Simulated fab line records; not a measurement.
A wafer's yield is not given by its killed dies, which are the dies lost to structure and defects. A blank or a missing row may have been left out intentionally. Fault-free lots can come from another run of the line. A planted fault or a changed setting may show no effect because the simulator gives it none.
fab line records	flow sky130
record lots=5	wafers=14	lastDay=50
route steps=708 shown LOCAL_INTERCONNECT@402 CONTACT@406 METAL1@434 VIA3@595 PAD_OPEN@708
lots untouched by any fault: they come from a run of this same line in which no faults occurred
startH: start of the lot's first displayed wafer, in hours after the record's first day	waitH: hours from the lot's prior step to this one	" as in the row above	L1.1+2: a row that stands for several wafers	- no value, or no start given	* or withheld: withheld	< > ~ a bound
route shown NAME@n: NAME is a module with steps in the file, n the number in the route of the first one	usual: average and standard deviation across the fault-free wafers	same: alike in all rows	chamber/n: place in a boat	sites: per-site readings	_std_site: how widely they spread, as a standard deviation	_edge_site: outer sites' mean less inner sites'	radiusMm: how far each site lies from the wafer's centre	mask NAME#n: copy n	behind: the tool/chamber that last shaped the wafer	hold: cause of the lot's hold/its duration in hours/its outcome	device: the transistor (n, p or np) that didn't switch	end of line: tests of these same wafers at the route's end	for a step that has no rows: nothing shown but its recipe	killed: dies that structure and defects cost at the first sort, which is not the same as the wafer's yield	map: a wafer's dies, x killed, . not, _ none there
set.NAME: the setting as run; set.NAME@STEP: as run at that earlier step	model.NAME: the simulator's own value behind a step, which no gauge read
lots at some steps of the route; a table a step, a row a wafer
services: the hour from which a tool's chamber was out of use, counted from the record's first day as startH (under 0 if before that day), plus the number of hours and why
## steps
# step SKY_LOCAL_INTERCONNECT_STRIP_15
# recipe chemistry=O2/N2	powerW=1400	pressureMtorr=1500	platenTempC=withheld	o2FlowSccm=3000	n2FlowSccm=300	overashFraction=0.5
# step SKY_LOCAL_INTERCONNECT_STRIP_16
# recipe chemistry=postEtchResidueRemover	timeS=1200	tempC=72.5
# step SKY_LOCAL_INTERCONNECT_CLEAN_17
# recipe chemistry=IPA	timeS=180	tempC=25
# step SKY_LOCAL_INTERCONNECT_CLEAN_18
# recipe chemistry=O3/DIW	dry=n2Spin
# step SKY_CONTACT_CVD_00
# recipe material=Si3N4	targetThkNm=75	tempC=400	timeS=withheld	rfW=450
# step SKY_CONTACT_THK_MEAS_01
# recipe reads=Si3N4_of_CONTACT_CVD_00
# usual CONTACT_CVD_00_THK=74.7/1.1
lot.wafer	tool	chamber	startH	waitH	CONTACT_CVD_00_THK[nm]
L531.1	filmMetro-03	-	799.46	-	73.9
L531.4	"	-	"	"	74.3
L531.6	"	-	"	"	75.0
L532.2	filmMetro-02	-	802.41	-	73.8
L532.3	"	-	"	"	73.6
L532.5	"	-	"	"	75.2
L538.2	filmMetro-03	-	850.35	-	73.7
L538.5	"	-	"	"	74.7
L542.2	filmMetro-03	-	876.25	-	73.5
L542.4	"	-	"	"	75.6
L542.6	"	-	"	"	75.2
L543.1	filmMetro-02	-	880.90	-	73.5
L543.5	"	-	"	"	74.2
L543.6	"	-	"	"	74.9
# step SKY_CONTACT_HDPCVD_02
# recipe material=SiO2	targetThkNm=565	sigmaOpenFrac=0.3	timeS=94.2	tempC=600	sih4FlowSccm=60	pressureMtorr=6
# step SKY_CONTACT_THK_MEAS_03
# recipe reads=SiO2_of_CONTACT_HDPCVD_02
# usual CONTACT_HDPCVD_THK=564/6.9
lot.wafer	tool	chamber	startH	waitH	CONTACT_HDPCVD_THK[nm]
L531.1	filmMetro-02	-	799.59	0.0	553
L531.4	"	-	"	"	553
L531.6	"	-	"	"	557
L532.2	filmMetro-03	-	802.54	0.0	562
L532.3	"	-	"	"	582
L532.5	"	-	"	"	560
L538.2	filmMetro-04	-	850.48	0.0	564
L538.5	"	-	"	"	566
L542.2	filmMetro-03	-	876.38	0.0	565
L542.4	"	-	"	"	565
L542.6	"	-	"	"	576
L543.1	filmMetro-04	-	881.03	0.0	571
L543.5	"	-	"	"	575
L543.6	"	-	"	"	561
# step SKY_CONTACT_CMP_04
# recipe material=SiO2	downForcePsi=4	platenRpm=60	padVelocityMS=0.94248
# usual motorCurrentA=12.3/1.2	retainingRingPressureFrac=1.000/0.0048	timeToEndpointS=85/6.6
lot.wafer	tool	chamber	startH	waitH	motorCurrentA	retainingRingPressureFrac	timeToEndpointS
L531.4	cmp-02	2	799.70	0.1	10.8	0.996	83
L531.1	"	0	"	"	13.2	1.000	73
L531.6	"	2	"	"	10.8	1.002	88
L532.3	cmp-02	2	802.69	0.1	11.2	1.005	95
L532.2	"	3	"	"	10.3	0.991	87
L532.5	"	0	"	"	14.0	1.002	75
L538.2	cmp-01	0	850.68	0.2	12.6	0.995	82
L538.5	"	1	"	"	12.7	0.996	84
L542.4	cmp-01	1	876.43	0.0	12.6	0.997	85
L542.2	"	3	"	"	13.0	1.000	76
L542.6	"	1	"	"	12.6	0.992	90
L543.1	cmp-02	3	881.19	0.1	9.9	1.001	89
L543.5	"	1	"	"	12.2	0.997	89
L543.6	"	2	"	"	10.8	1.000	92
# step SKY_CONTACT_BOW_MEAS_05
# recipe mode=bow
# usual CONTACT_BOW=82/7
lot.wafer	tool	chamber	startH	waitH	CONTACT_BOW[um]
L531.1	filmMetro-03	-	799.95	0.1	79
L531.4	"	-	"	"	80
L531.6	"	-	"	"	83
L532.2	filmMetro-04	-	802.91	0.1	85
L532.3	"	-	"	"	72
L532.5	"	-	"	"	78
L538.2	filmMetro-04	-	850.85	0.1	82
L538.5	"	-	"	"	82
L542.2	filmMetro-03	-	876.75	0.2	70
L542.4	"	-	"	"	82
L542.6	"	-	"	"	88
L543.1	filmMetro-03	-	881.39	0.1	91
L543.5	"	-	"	"	72
L543.6	"	-	"	"	70
# step SKY_CONTACT_DEHYDRATE_06
# recipe tempC=200	timeS=60
# step SKY_CONTACT_HMDS_07
# recipe primeTimeS=60	primeTempC=120
# step SKY_CONTACT_COAT_08
# recipe resist=BARC	tempC=withheld	timeS=withheld	spinRpm=3000	resistThkNm=60
# usual spinSpeedRpm=3000.1/1.8
lot.wafer	tool	chamber	startH	waitH	spinSpeedRpm
L531.1	lithoTrack-02	0	813.11	0.1	2999.7
L531.4	"	0	"	"	2998.3
L531.6	"	0	"	"	3000.6
L532.2	lithoTrack-01	0	816.07	0.1	3000.4
L532.3	"	0	"	"	3001.6
L532.5	"	0	"	"	3000.8
L538.2	lithoTrack-02	0	862.78	0.1	3000.5
L538.5	"	0	"	"	3002.3
L542.2	lithoTrack-03	0	888.69	0.1	2998.1
L542.4	"	0	"	"	2996.9
L542.6	"	0	"	"	2999.2
L543.1	lithoTrack-03	0	893.71	0.1	3000.2
L543.5	"	0	"	"	3004.3
L543.6	"	0	"	"	2998.8
# step SKY_CONTACT_COAT_09
# recipe resist=KrF-thick	spinRpm=3000	resistThkNm=450
# step SKY_CONTACT_SOFTBAKE_10
# recipe tempC=100	timeS=90	resist=KrF-thick
# step SKY_CONTACT_EXPOSE_11
# recipe maskId=CTM1	na=0.8	sourceShape=annular	sigmaInner=0.55	sigmaOuter=0.85	targetCdNm=170	doseMj=38
# step SKY_CONTACT_PEB_12
# recipe pebTempC=withheld	pebTimeS=withheld	resist=KrF-thick
# step SKY_CONTACT_DEVELOP_13
# recipe developTimeS=60	resist=KrF-thick	devTempC=21
# step SKY_CONTACT_CD_MEAS_14
# recipe targetCdNm=170
# usual cdNm=169.9/1.4
lot.wafer	tool	chamber	startH	waitH	cdNm
L531.1	cdSem-01	-	825.81	-	170.4
L531.4	"	-	"	"	171.6
L531.6	"	-	"	"	170.1
L532.2	cdSem-02	-	829.08	-	168.0
L532.3	"	-	"	"	169.8
L532.5	"	-	"	"	169.7
L538.2	cdSem-01	-	876.28	-	168.2
L538.5	"	-	"	"	166.1
L542.2	cdSem-01	-	902.38	-	166.9
L542.4	"	-	"	"	166.8
L542.6	"	-	"	"	167.0
L543.1	cdSem-02	-	906.61	-	169.5
L543.5	"	-	"	"	171.3
L543.6	"	-	"	"	171.3
# step SKY_CONTACT_OVL_MEAS_15
# usual CONTACT_OVL=0/5.4
lot.wafer	tool	chamber	startH	waitH	CONTACT_OVL[nm]
L531.1	overlay-01	-	825.93	0.1	-8
L531.4	"	-	"	"	-1
L531.6	"	-	"	"	2
L532.2	overlay-02	-	829.18	0.1	7
L532.3	"	-	"	"	16
L532.5	"	-	"	"	-1
L538.2	overlay-01	-	876.39	0.1	7
L538.5	"	-	"	"	13
L542.2	overlay-02	-	902.49	0.1	3
L542.4	"	-	"	"	0
L542.6	"	-	"	"	-3
L543.1	overlay-01	-	906.73	0.1	-1
L543.5	"	-	"	"	1
L543.6	"	-	"	"	-4
# step SKY_CONTACT_ETCH_16
# recipe chemistry=N2/H2	target=BARC	ionEnergyEv=200	sourceW=500	biasW=100	pressureMtorr=30	n2FlowSccm=100	h2FlowSccm=200	stopOn=SiO2	timeS=45.9	targetDepthA=600
# usual drypumpMotorCurrentA=5.5/0.41	oesProductAu=0.855/0.0046	throttleValvePct=13.224/0.0096
lot.wafer	tool	chamber	startH	waitH	drypumpMotorCurrentA	oesProductAu	rfHoursCounterH	throttleValvePct	model.etch.depthNm
L531.1	rieDiel-04	2	825.96	0.0	5.8	0.857	7	13.221	59.76
L531.4	"	1	"	"	5.2	0.859	25	13.220	59.89
L531.6	"	3	"	"	5.4	0.861	-	13.218	59.95
L532.2	rieDiel-04	0	829.21	0.0	5.3	0.852	17	13.228	60.53
L532.3	"	1	"	"	5.2	0.851	25	13.225	60.33
L532.5	"	2	"	"	5.8	0.853	-	13.232	60.25
L538.2	rieDiel-04	2	876.42	0.0	5.8	0.880	9	13.237	63.73
L538.5	"	1	"	"	5.2	0.854	-	13.234	60.22
L542.2	rieDiel-03	3	902.52	0.0	6.1	0.858	3	13.225	60.02
L542.4	"	3	"	"	6.1	0.853	-	13.209	59.89
L542.6	"	1	"	"	5.4	0.858	-	13.216	60
L543.1	rieDiel-01	3	906.77	0.0	5.4	0.860	6	13.221	60.06
L543.5	"	1	"	"	5.6	0.854	-	13.223	60.19
L543.6	"	0	"	"	5.8	0.858	-	13.225	60.06
# step SKY_CONTACT_ETCH_17
# recipe target=SiO2	chemistry=C4F8/O2/Ar	stopOn=Si3N4	maskMaterial=KrF-thick	sourceW=1500	biasW=1200	pressureMtorr=40	c4f8FlowSccm=withheld	O2_flow_sccm=6	Ar_flow_sccm=300	timeS=withheld	targetDepthA=3400
# usual oesProductAu=0.893/0.0049
lot.wafer	tool	chamber	startH	waitH	oesProductAu
L531.1	rieDiel-04	2	826.00	0.0	0.885
L531.4	"	1	"	"	0.899
L531.6	"	3	"	"	0.895
L532.2	rieDiel-04	0	829.25	0.0	0.900
L532.3	"	1	"	"	0.896
L532.5	"	2	"	"	0.894
L538.2	rieDiel-04	2	876.46	0.0	0.893
L538.5	"	1	"	"	0.892
L542.2	rieDiel-03	3	902.56	0.0	0.883
L542.4	"	3	"	"	0.893
L542.6	"	1	"	"	0.889
L543.1	rieDiel-01	3	906.81	0.0	0.893
L543.5	"	1	"	"	0.895
L543.6	"	0	"	"	0.891
# step SKY_CONTACT_ETCH_18
# recipe target=Si3N4	chemistry=CHF3/O2	stopOn=TiN	sourceW=600	biasW=200	pressureMtorr=40	chf3FlowSccm=50	O2_flow_sccm=5	timeS=39	targetDepthA=750
# step SKY_CONTACT_STRIP_19
# recipe chemistry=O2/N2	powerW=1400	pressureMtorr=1500	platenTempC=withheld	o2FlowSccm=3000	n2FlowSccm=300	overashFraction=0.5
# step SKY_CONTACT_STRIP_20
# recipe chemistry=postEtchResidueRemover	timeS=1200	tempC=72.5
# step SKY_CONTACT_CLEAN_21
# recipe chemistry=IPA	timeS=180	tempC=25
# step SKY_CONTACT_CLEAN_22
# recipe chemistry=O3/DIW	dry=n2Spin
# step SKY_CONTACT_SPUTTER_23
# recipe material=TiN	targetThkNm=20	chamberPressurePa=5	powerW=4000	timeS=80
# step SKY_CONTACT_CVD_24
# recipe material=W	targetThkNm=340	timeS=102.12	tempC=400	pressureTorr=40
# usual heaterPowerW=930/83
lot.wafer	tool	chamber	startH	waitH	heaterPowerW
L531.1	cvdW-01	1	826.83	0.0	864
L531.4	"	0	"	"	1075
L531.6	"	0	"	"	1037
L532.2	cvdW-01	1	830.00	0.0	870
L532.3	"	0	"	"	1009
L532.5	"	1	"	"	850
L538.2	cvdW-01	1	877.23	0.0	848
L538.5	"	1	"	"	833
L542.2	cvdW-02	1	903.30	0.0	872
L542.4	"	0	"	"	954
L542.6	"	1	"	"	864
L543.1	cvdW-02	0	907.56	0.0	955
L543.5	"	1	"	"	862
L543.6	"	0	"	"	979
# step SKY_CONTACT_RS_MEAS_25
# recipe thkMeasGauge=four-point-probe	reads=W_of_CONTACT_CVD_24+TiN_of_CONTACT_SPUTTER_23
# usual CONTACT_W_RS=0.341/0.0039
lot.wafer	tool	chamber	startH	waitH	CONTACT_W_RS[ohm/sq]
L531.1	filmMetro-03	-	826.94	0.1	0.338
L531.4	"	-	"	"	0.343
L531.6	"	-	"	"	0.343
L532.2	filmMetro-04	-	830.13	0.1	0.341
L532.3	"	-	"	"	0.345
L532.5	"	-	"	"	0.337
L538.2	filmMetro-02	-	877.36	0.1	0.339
L538.5	"	-	"	"	0.337
L542.2	filmMetro-04	-	903.43	0.1	0.349
L542.4	"	-	"	"	0.347
L542.6	"	-	"	"	0.350
L543.1	filmMetro-02	-	907.67	0.1	0.349
L543.5	"	-	"	"	0.347
L543.6	"	-	"	"	0.348
# step SKY_CONTACT_THK_MEAS_26
# recipe thkMeasGauge=xrf	reads=W_of_CONTACT_CVD_24
# usual CONTACT_W_THK=355/6.3
lot.wafer	tool	chamber	startH	waitH	CONTACT_W_THK[nm]
L531.1	filmMetro-03	-	827.06	0.1	364
L531.4	"	-	"	"	358
L531.6	"	-	"	"	358
L532.2	filmMetro-04	-	830.24	0.1	350
L532.3	"	-	"	"	344
L532.5	"	-	"	"	351
L538.2	filmMetro-02	-	877.47	0.1	366
L538.5	"	-	"	"	366
L542.2	filmMetro-04	-	903.54	0.1	342
L542.4	"	-	"	"	347
L542.6	"	-	"	"	343
L543.1	filmMetro-02	-	907.79	0.1	346
L543.5	"	-	"	"	351
L543.6	"	-	"	"	347
# step SKY_CONTACT_CMP_27
# recipe stopOn=SiO2	tOverpolishS=15	downForcePsi=3.5	platenRpm=60	targetThkNm=0	padVelocityMS=0.94248
# step SKY_METAL1_SPUTTER_00
# recipe material=Ti	targetThkNm=15	powerW=3000	timeS=10	chamberPressurePa=0.4
# usual throttleValvePct=29.7/1.2
lot.wafer	tool	chamber	startH	waitH	throttleValvePct
L531.1	pvdSputter-02	-	827.42	0.1	31.3
L531.4	"	-	"	"	30.1
L531.6	"	-	"	"	30.4
L532.2	pvdSputter-03	-	830.59	0.2	29.1
L532.3	"	-	"	"	31.1
L532.5	"	-	"	"	29.8
L538.2	pvdSputter-01	-	877.82	0.2	27.8
L538.5	"	-	"	"	27.6
L542.2	pvdSputter-02	-	904.02	0.1	30.0
L542.4	"	-	"	"	31.4
L542.6	"	-	"	"	30.7
L543.1	pvdSputter-03	-	908.15	0.1	31.4
L543.5	"	-	"	"	29.8
L543.6	"	-	"	"	29.5
# step SKY_METAL1_SPUTTER_01
# recipe material=TiN	targetThkNm=20	powerW=6500	timeS=16.7	chamberPressurePa=0.4
# step SKY_METAL1_SPUTTER_02
# recipe material=AlCu	targetThkNm=250	powerW=10600	timeS=13.3	chamberPressurePa=0.4
# usual throttleValvePct=29.7/1.2
lot.wafer	tool	chamber	startH	waitH	throttleValvePct
L531.1	pvdSputter-02	-	827.47	0.0	31.4
L531.4	"	-	"	"	30.2
L531.6	"	-	"	"	30.3
L532.2	pvdSputter-03	-	830.63	0.0	29.0
L532.3	"	-	"	"	31.2
L532.5	"	-	"	"	29.8
L538.2	pvdSputter-01	-	877.87	0.0	27.9
L538.5	"	-	"	"	27.6
L542.2	pvdSputter-02	-	904.07	0.0	30.4
L542.4	"	-	"	"	31.4
L542.6	"	-	"	"	30.8
L543.1	pvdSputter-03	-	908.20	0.0	31.2
L543.5	"	-	"	"	30.0
L543.6	"	-	"	"	29.4
# step SKY_METAL1_SPUTTER_03
# recipe material=Ti	targetThkNm=5	powerW=3000	timeS=3.3	chamberPressurePa=0.4
# step SKY_METAL1_SPUTTER_04
# recipe material=TiN	targetThkNm=70	powerW=6500	timeS=58.3	chamberPressurePa=0.4
# step SKY_METAL1_RS_MEAS_05
# recipe thkMeasGauge=four-point-probe	reads=TiN_of_METAL1_SPUTTER_04+Ti_of_METAL1_SPUTTER_03+AlCu_of_METAL1_SPUTTER_02+TiN_of_METAL1_SPUTTER_01+Ti_of_METAL1_SPUTTER_00
# usual METAL1_ALCU_RS=0.1274/0.002
lot.wafer	tool	chamber	startH	waitH	METAL1_ALCU_RS[ohm/sq]
L531.1	filmMetro-02	-	827.56	0.0	0.1239
L531.4	"	-	"	"	0.1254
L531.6	"	-	"	"	0.1246
L532.2	filmMetro-01	-	830.75	0.0	0.1270
L532.3	"	-	"	"	0.1255
L532.5	"	-	"	"	0.1261
L538.2	filmMetro-02	-	877.98	0.0	0.1254
L538.5	"	-	"	"	0.1263
L542.2	filmMetro-02	-	904.18	0.0	0.1243
L542.4	"	-	"	"	0.1250
L542.6	"	-	"	"	0.1299
L543.1	filmMetro-02	-	908.29	0.0	0.1262
L543.5	"	-	"	"	0.1260
L543.6	"	-	"	"	0.1275
# step SKY_METAL1_THK_MEAS_06
# recipe thkMeasGauge=xrf	reads=AlCu_of_METAL1_SPUTTER_02
# usual METAL1_ALCU_THK=248/4.6
lot.wafer	tool	chamber	startH	waitH	METAL1_ALCU_THK[nm]
L531.1	filmMetro-02	-	827.68	0.1	257
L531.4	"	-	"	"	255
L531.6	"	-	"	"	257
L532.2	filmMetro-01	-	830.86	0.1	248
L532.3	"	-	"	"	249
L532.5	"	-	"	"	249
L538.2	filmMetro-02	-	878.09	0.1	252
L538.5	"	-	"	"	251
L542.2	filmMetro-02	-	904.29	0.1	255
L542.4	"	-	"	"	255
L542.6	"	-	"	"	246
L543.1	filmMetro-02	-	908.41	0.1	254
L543.5	"	-	"	"	254
L543.6	"	-	"	"	250
# step SKY_METAL1_DEHYDRATE_07
# recipe tempC=200	timeS=60
# step SKY_METAL1_HMDS_08
# recipe primeTimeS=60	primeTempC=120
# step SKY_METAL1_COAT_09
# recipe resist=BARC	tempC=withheld	timeS=withheld	spinRpm=3000	resistThkNm=60
# step SKY_VIA3_RS_MEAS_22
# recipe thkMeasGauge=four-point-probe	reads=W_of_VIA3_CVD_21+TiN_of_VIA3_SPUTTER_20
# usual VIA3_W_RS=0.295/0.0043
lot.wafer	tool	chamber	startH	waitH	hold	VIA3_W_RS[ohm/sq]
L531.1	filmMetro-01	-	1013.40	0.1	-	0.293
L531.4	"	-	"	"	-	0.294
L531.6	"	-	"	"	-	0.300
L532.2	filmMetro-04	-	1016.60	0.1	-	0.293
L532.3	"	-	"	"	-	0.291
L532.5	"	-	"	"	-	0.293
L538.2	filmMetro-01	-	1058.02	0.1	awaitDispo/0.2h/release	0.302
L538.5	"	-	"	"	awaitDispo/0.2h/release	0.302
L538.2	filmMetro-01	-	1058.30	0.3	-	0.301
L538.5	"	-	"	"	-	0.301
L542.2	filmMetro-01	-	1078.90	0.2	-	0.297
L542.4	"	-	"	"	-	0.295
L542.6	"	-	"	"	-	0.297
L543.1	filmMetro-01	-	1084.82	0.1	-	0.290
L543.5	"	-	"	"	-	0.294
L543.6	"	-	"	"	-	0.303
# step SKY_VIA3_THK_MEAS_23
# recipe thkMeasGauge=xrf	reads=W_of_VIA3_CVD_21
# usual VIA3_W_THK=411/8.9
lot.wafer	tool	chamber	startH	waitH	hold	VIA3_W_THK[nm]
L531.1	filmMetro-01	-	1013.52	0.1	-	412
L531.4	"	-	"	"	-	414
L531.6	"	-	"	"	-	402
L532.2	filmMetro-04	-	1016.71	0.1	-	415
L532.3	"	-	"	"	-	417
L532.5	"	-	"	"	-	415
L538.2	filmMetro-01	-	1062.84	4.5	awaitDispo/0.2h/release	402
L538.5	"	-	"	"	awaitDispo/0.2h/release	404
L538.2	filmMetro-01	-	1063.09	0.2	-	405
L538.5	"	-	"	"	-	403
L542.2	filmMetro-01	-	1079.01	0.1	-	411
L542.4	"	-	"	"	-	414
L542.6	"	-	"	"	-	410
L543.1	filmMetro-01	-	1084.94	0.1	-	416
L543.5	"	-	"	"	-	412
L543.6	"	-	"	"	-	395
# step SKY_PAD_OPEN_PROBE_99
# usual killed_at_M0_to_M3=43/6.7	killed_at_M4_up=3.2/2.1	killedAtContacts=25/5.9	killedAtFrontEnd=16/4.7	killedAtOther=0.3/0.54	killedDies=87/9.8	killedOpen=47/6.7	killedShort=40/6.5
# same grossDies=492	killedAtBackSide=0
lot.wafer	tool	chamber	startH	waitH	killed_at_M0_to_M3	killed_at_M4_up	killedAtContacts	killedAtFrontEnd	killedAtOther	killedDies	killedOpen	killedShort
L531.1	prober-01	-	1148.40	0.1	27	5	29	7	0	68	39	29
L531.4	prober-01	-	1148.55	0.2	47	5	19	16	1	88	56	31
L531.6	prober-01	-	1148.65	0.2	46	4	12	18	0	80	47	33
# killed by level:class
L531.1 CONTACT:geometricParticle:open=12 LI_CONTACT:geometricParticle:open=9 VIA1:geometricParticle:open=6 METAL1:geometricParticle:short=5 CONTACT:geometricParticle:short=4 VIA2:geometricParticle:open=4 SPACER:geometricParticle:short=3 LOCAL_INTERCONNECT:geometricParticle:short=3
L531.4 VIA1:geometricParticle:open=18 VIA1:geometricParticle:short=8 CONTACT:geometricParticle:open=7 LI_CONTACT:geometricParticle:open=6 VIA2:geometricParticle:open=6 FIELD_ISO:geometricParticle:open=5 POLY_GATE:geometricParticle:open=4 VIA3:geometricParticle:open=3
L531.6 VIA1:geometricParticle:open=12 VIA2:geometricParticle:open=9 FIELD_ISO:geometricParticle:open=8 VIA1:geometricParticle:short=4 VIA2:geometricParticle:short=4 METAL4:geometricParticle:short=4 LI_CONTACT:geometricParticle:open=3 CONTACT:geometricParticle:open=3
## services
tool	chamber	startH	hours	kind
rieDiel-04	3	784.85	5.1	repair
cmp-01	-	804.57	1.5	repair
cvdW-01	-	814.51	0.9	repair
rieDiel-01	-	814.62	4.3	pm
cmp-01	-	820.68	5.3	pm
pvdSputter-03	-	835.46	3.0	repair
rieDiel-03	-	836.84	0.4	repair
pvdSputter-03	-	855.34	1.8	repair
cvdW-02	-	861.73	2.0	repair
rieDiel-03	-	861.77	1.4	repair
rieDiel-01	2	862.75	21.8	repair
cvdW-01	-	871.28	0.7	repair
cvdW-01	-	877.99	6.9	pm
rieDiel-01	3	881.58	6.9	repair
rieDiel-03	-	886.14	3.2	repair
rieDiel-03	1	888.87	10.9	repair
pvdSputter-01	-	890.16	9.0	repair
rieDiel-03	2	898.28	5.9	repair
cvdW-01	-	904.00	14.0	pm
cvdW-01	0	904.00	14.0	ventCycle
cvdW-01	1	904.00	14.0	ventCycle
## key
firstSign step=SKY_CONTACT_ETCH_16	reading=oesProductAu	direction=up	sigmas=5.6	usual=0.855	struck=0.880
effect none on later readings
modelEffect step=SKY_CONTACT_ETCH_16	value=etch.depthNm	without=60.16	struck=63.73
metAt SKY_CONTACT_COAT_08
struckWafers L538.2
testerLeftOut L538
onsetBetween 813.11 862.78
fault kind=processParameterDrift	tool=lithoTrack-02	chamber=-	onsetH=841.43	steps=SKY_CONTACT_COAT_08	channel=resistThkNm	offset=3.5536	shape=step	endH=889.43	scope=struckWafersOnly	actsIn=theseRecipesOnly	stated=60
# testerLeftOut: of these lots the tester's yield and bins aren't shown, on N5 and GAA mostly nor the transistor test; their killed dies are dies lost to structure and defects alone, not to doping, threshold or leakage, so they don't give the yield
